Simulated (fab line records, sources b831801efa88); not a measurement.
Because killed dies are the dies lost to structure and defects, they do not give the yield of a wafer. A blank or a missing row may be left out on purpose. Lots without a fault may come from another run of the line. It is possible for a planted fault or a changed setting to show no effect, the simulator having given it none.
Struck lot and sound lot, side by side || flow sky130 || 37 out of 708 route steps
Sound: wafers L463.1, L463.2, L463.5. Struck: wafers L472.2, L472.4 (left out: L472.1, a lot-mate that was not struck); the cause follows at the end.
Order at every step that has rows: each side's tool, ch and its chambers, its first start. Under that, the readings that differ: sound wafers || struck wafers || difference of the means || sigmas: that difference in standard deviations of wafers without a fault.
alike: readings whose means differ by less than 2 such deviations, and words and numbers that are the same on both sides. not compared: withheld readings, readings that some wafer has no value for, bounds like >300 that may hide the same value, and numbers for which the record gives no deviation and whose values overlap.
The two part at a step that has a row with sigmas, a row that says differs or no value, or rows on one side only. Non-overlapping numbers with no deviation appear without sigmas and do not part them. A reading that every wafer of one side lacks parts them only if that side has two wafers or more.

first, 10 steps without rows for these wafers: SKY_VIA2_CLEAN_18 (cleans in IPA, time 180 s); SKY_VIA2_CLEAN_19 (cleans in O3/DIW); SKY_VIA2_SPUTTER_20 (material TiN, target thk 20 nm, time 80 s); SKY_VIA2_CVD_21 (deposits W, target thk 420 nm, time 126.4 s); SKY_VIA2_CMP_24 (polishes, stops on SiO2, t overpolish 20 s, target thk 0 nm); SKY_METAL3_SPUTTER_00 (material Ti, target thk 15 nm, time 10 s); SKY_METAL3_SPUTTER_01 (material TiN, target thk 20 nm, time 16.7 s); SKY_METAL3_SPUTTER_02 (material AlCu, target thk 735 nm, time 39.1 s); SKY_METAL3_SPUTTER_03 (material Ti, target thk 5 nm, time 3.3 s); SKY_METAL3_SPUTTER_04 (material TiN, target thk 70 nm, time 58.3 s).
SKY_CAPM_CVD_00: deposits SiO2, target thk 15.5 nm.
  sound on pecvd-01 ch 0,2, day 37 01:30; struck on pecvd-01 ch 0,2, day 39 10:56
{"reading": "model.SiO2_of_CAPM_CVD_00.thkNm (nm)", "sound": "14.86 15.12 15.47", "struck": "17.99 18.24", "difference": "+2.96", "sigmas": ""}
  alike: heaterPowerW
SKY_CAPM_THK_MEAS_01:
  sound on filmMetro-02, day 37 01:31; struck on filmMetro-03, day 39 10:58
{"reading": "CAPM_CVD_00_THK (nm)", "sound": "14.90 15.12 15.47", "struck": "17.99 18.22", "difference": "+2.94", "sigmas": "+13"}
then, 23 steps without rows for these wafers: SKY_CAPM_SPUTTER_02 (material TiN, target thk 200 nm, time 166.7 s); SKY_CAPM_DEHYDRATE_05 (time 60 s); SKY_CAPM_HMDS_06 (prime time 60 s); SKY_CAPM_COAT_07 (resist thk 1140 nm); SKY_CAPM_SOFTBAKE_08 (time 60 s); SKY_CAPM_EXPOSE_09 (exposes mask CAPM, target cd 1000 nm); SKY_CAPM_PEB_10; SKY_CAPM_DEVELOP_11 (develop time 60 s); SKY_CAPM_METAL_ETCH_13 (etches TiN in Cl2/BCl3, stops on SiO2, target depth 220 nm, time 62.9 s); SKY_CAPM_STRIP_14 (strips in O2/N2); SKY_CAPM_STRIP_15 (strips in post etch residue remover, time 1200 s); SKY_CAPM_CLEAN_16 (cleans in IPA, time 180 s); SKY_CAPM_CLEAN_17 (cleans in O3/DIW); SKY_METAL3_DEHYDRATE_05 (time 60 s); SKY_METAL3_HMDS_06 (prime time 60 s); SKY_METAL3_COAT_07 (resist thk 60 nm); SKY_METAL3_COAT_08 (resist thk 1140 nm); SKY_METAL3_SOFTBAKE_09 (time 90 s); SKY_METAL3_EXPOSE_10 (exposes mask MM3, target cd 300 nm); SKY_METAL3_PEB_11; SKY_METAL3_DEVELOP_12 (develop time 60 s); SKY_METAL3_DESCUM_15 (chemistry O2, time 8 s); SKY_METAL3_ETCH_16 (etches BARC in N2/H2, stops on SiO2, time 88.2 s, target depth 60 nm).
-- the record jumps here: 2 days lie between the struck wafers' starts before and after --
SKY_METAL3_ETCH_17: etches SiO2 in C4F8/O2/Ar, stops on TiN, time 3.9 s, target depth 15 nm.
  sound on rieDiel-03 ch 1,2, day 39 04:44; struck on rieDiel-04 ch 2,3, day 41 12:04
{"reading": "oesProductAu (a.u.)", "sound": "0.745 0.736 0.752", "struck": "0.812 0.827", "difference": "+0.075", "sigmas": "+11"}
  not compared: rfHoursCounterH
-- the record jumps here: 7 days lie between the struck wafers' starts before and after (it left off in module METAL3 and takes up again in module PAD_OPEN, whose first step shown is number 708 of the route) --
SKY_PAD_OPEN_PROBE_99:
  sound on prober-02, day 46 08:50; struck on prober-01, day 48 07:36
{"reading": "model.etest.capMim.bvV (V)", "sound": "13.66 13.71 14.15", "struck": "15.97 16.81", "difference": "+2.55", "sigmas": ""}
{"reading": "model.etest.capMim.leakLog10ACm2", "sound": "-8.78 -8.858 -9.014", "struck": "-9.497 -9.678", "difference": -0.704, "sigmas": ""}
{"reading": "model.etest.capMim.cFfUm2", "sound": "2.455 2.402 2.336", "struck": "2.026 1.992", "difference": -0.389, "sigmas": ""}
  alike: defectLimitedYield, killed_at_M0_to_M3, killed_at_M4_up, killedAtContacts, killedAtFrontEnd, killedAtOther, killedDies, killedOnRim, killedOpen, killedShort, sort_bin_3_pad_short, sort_bin_5_function, sort_bin_6_memory, sortNPass, sortYieldPct

== WHERE THEY PART ==
At SKY_CAPM_THK_MEAS_01 first; at SKY_METAL3_ETCH_17 last (within this record only). Later steps at which nothing parts them and some readings are alike: SKY_PAD_OPEN_PROBE_99.

WHY: the cause the simulator had injected
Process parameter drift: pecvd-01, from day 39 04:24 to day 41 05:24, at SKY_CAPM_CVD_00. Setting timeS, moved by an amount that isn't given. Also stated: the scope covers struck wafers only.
